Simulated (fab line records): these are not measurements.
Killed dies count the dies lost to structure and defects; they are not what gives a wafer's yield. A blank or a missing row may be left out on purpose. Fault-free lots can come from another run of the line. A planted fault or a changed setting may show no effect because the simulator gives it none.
Which tool was responsible?    flow sky130    Sampling: 14 lots, 42 wafers, 4 of 708 route steps

== WHAT THE GAUGES READ, wafer by wafer ==
Not one reading of a measure or inspect step in the record can be checked against a usual standard deviation.

== EACH LOT AND THE TOOL THAT RAN IT (in order: tool; ch and the chambers of the sampled wafers; start) ==
lot   SKY_SD_N_CLEAN_13                SKY_LI_CONTACT_SPUTTER_20     SKY_METAL2_SPUTTER_00         SKY_METAL2_SPUTTER_04
L780  wet bench-03 ch 0, day 28 14:58  pvd sputter-01, day 29 21:05  pvd sputter-02, day 34 16:01  pvd sputter-02, day 34 16:06
L781  wet bench-01 ch 3, day 28 15:16  pvd sputter-04, day 29 21:26  pvd sputter-02, day 34 18:18  pvd sputter-02, day 34 18:23
L782  wet bench-03 ch 2, day 28 15:34  pvd sputter-03, day 29 21:29  pvd sputter-04, day 34 18:38  pvd sputter-04, day 34 18:44
L783  wet bench-03 ch 1, day 28 19:21  pvd sputter-03, day 30 01:11  pvd sputter-03, day 34 21:02  pvd sputter-03, day 34 21:08
L784  wet bench-03 ch 1, day 29 09:05  pvd sputter-04, day 30 14:26  pvd sputter-04, day 35 08:12  pvd sputter-04, day 35 08:17
L790  wet bench-01 ch 0, day 31 09:26  pvd sputter-01, day 32 14:59  pvd sputter-02, day 37 06:31  pvd sputter-02, day 37 06:36
L791  wet bench-01 ch 2, day 31 16:38  pvd sputter-01, day 32 21:58  pvd sputter-04, day 37 11:44  pvd sputter-04, day 37 11:50
L794  wet bench-04 ch 3, day 32 14:43  pvd sputter-03, day 33 19:38  pvd sputter-04, day 38 09:01  pvd sputter-04, day 38 09:06
L796  wet bench-04 ch 3, day 33 07:49  pvd sputter-01, day 34 11:54  pvd sputter-03, day 39 00:55  pvd sputter-03, day 39 01:00
L798  wet bench-03 ch 2, day 34 02:46  pvd sputter-03, day 35 06:23  pvd sputter-03, day 39 18:10  pvd sputter-03, day 39 18:15
L799  wet bench-04 ch 1, day 34 13:00  pvd sputter-03, day 35 15:47  pvd sputter-02, day 40 04:38  pvd sputter-02, day 40 04:44
L801  wet bench-04 ch 3, day 35 11:16  pvd sputter-03, day 36 15:19  pvd sputter-02, day 41 01:10  pvd sputter-02, day 41 01:16
L802  wet bench-01 ch 2, day 35 12:36  pvd sputter-03, day 36 16:49  pvd sputter-04, day 41 03:17  pvd sputter-04, day 41 03:23
L803  wet bench-01 ch 2, day 36 04:48  pvd sputter-04, day 37 08:28  pvd sputter-03, day 41 18:24  pvd sputter-03, day 41 18:29
- SKY_SD_N_CLEAN_13: cleans in SC1/SC2, time 150 s.
- SKY_LI_CONTACT_SPUTTER_20: material TiN, target thk 20 nm, time 80 s.
- SKY_METAL2_SPUTTER_00: material Ti, target thk 15 nm, time 10 s.
- SKY_METAL2_SPUTTER_04: material TiN, target thk 70 nm, time 58.3 s.

== AS READ BY THE TOOLS THEMSELVES (means over the sampled wafers that have a number; for cases with no such wafer, the mark the record gives instead) ==
SKY_SD_N_CLEAN_13. Usual: 177 s for run length s, sd 3.4.
lot   tool          run length s (s)  flag
L780  wet bench-03  178               
L781  wet bench-01  176               
L782  wet bench-03  175               
L783  wet bench-03  182               
L784  wet bench-03  174               
L790  wet bench-01  98                OFF
L791  wet bench-01  98                OFF
L794  wet bench-04  176               
L796  wet bench-04  183               
L798  wet bench-03  183               
L799  wet bench-04  177               
L801  wet bench-04  176               
L802  wet bench-01  174               
L803  wet bench-01  175               

SKY_LI_CONTACT_SPUTTER_20. Usual: 29.7 % for throttle valve pct, sd 1.
lot   tool            throttle valve pct (%)  flag
L780  pvd sputter-01  29.7                    
L781  pvd sputter-04  29.6                    
L782  pvd sputter-03  29.6                    
L783  pvd sputter-03  29.3                    
L784  pvd sputter-04  30.3                    
L790  pvd sputter-01  29.6                    
L791  pvd sputter-01  29.6                    
L794  pvd sputter-03  29.2                    
L796  pvd sputter-01  29.6                    
L798  pvd sputter-03  30.0                    
L799  pvd sputter-03  29.7                    
L801  pvd sputter-03  30.1                    
L802  pvd sputter-03  28.5                    
L803  pvd sputter-04  30.0                    

SKY_METAL2_SPUTTER_00. Usual: 29.5 % for throttle valve pct, sd 0.97.
lot   tool            throttle valve pct (%)  flag
L780  pvd sputter-02  29.2                    
L781  pvd sputter-02  29.7                    
L782  pvd sputter-04  30.2                    
L783  pvd sputter-03  29.8                    
L784  pvd sputter-04  29.7                    
L790  pvd sputter-02  29.2                    
L791  pvd sputter-04  30.0                    
L794  pvd sputter-04  29.4                    
L796  pvd sputter-03  29.4                    
L798  pvd sputter-03  28.9                    
L799  pvd sputter-02  28.7                    
L801  pvd sputter-02  29.2                    
L802  pvd sputter-04  29.3                    
L803  pvd sputter-03  29.7                    

SKY_METAL2_SPUTTER_04. Usual: 29.5 % for throttle valve pct, sd 0.99.
lot   tool            throttle valve pct (%)  flag
L780  pvd sputter-02  29.3                    
L781  pvd sputter-02  29.5                    
L782  pvd sputter-04  30.0                    
L783  pvd sputter-03  29.7                    
L784  pvd sputter-04  29.8                    
L790  pvd sputter-02  29.1                    
L791  pvd sputter-04  30.1                    
L794  pvd sputter-04  29.3                    
L796  pvd sputter-03  29.2                    
L798  pvd sputter-03  28.9                    
L799  pvd sputter-02  28.7                    
L801  pvd sputter-02  29.2                    
L802  pvd sputter-04  29.3                    
L803  pvd sputter-03  29.7                    

== THE ANSWER, worked out from the rows above alone ==
Rule: lot off if the mean of its wafers having a number is beyond 3 standard deviations from the usual mean. A lot without any number at a reading at which 4 lots or more have one is off too. All remaining lots with rows at the step are treated as sound. First the gauges in route order, then the tools' own readings, where a lot's mean is used as printed above. At the first step where some lot is off, the reading lying furthest off is the one used; lots without a number count as furthest.
Off at SKY_SD_N_CLEAN_13 (run length s): L790, L791.
If a tool, at that step or one of the process steps before it, ran each lot that is off and ran no sound lot following the first of them, it fits. No candidate that was tried fits.

== WHAT THE SIMULATOR HAD INSERTED ==
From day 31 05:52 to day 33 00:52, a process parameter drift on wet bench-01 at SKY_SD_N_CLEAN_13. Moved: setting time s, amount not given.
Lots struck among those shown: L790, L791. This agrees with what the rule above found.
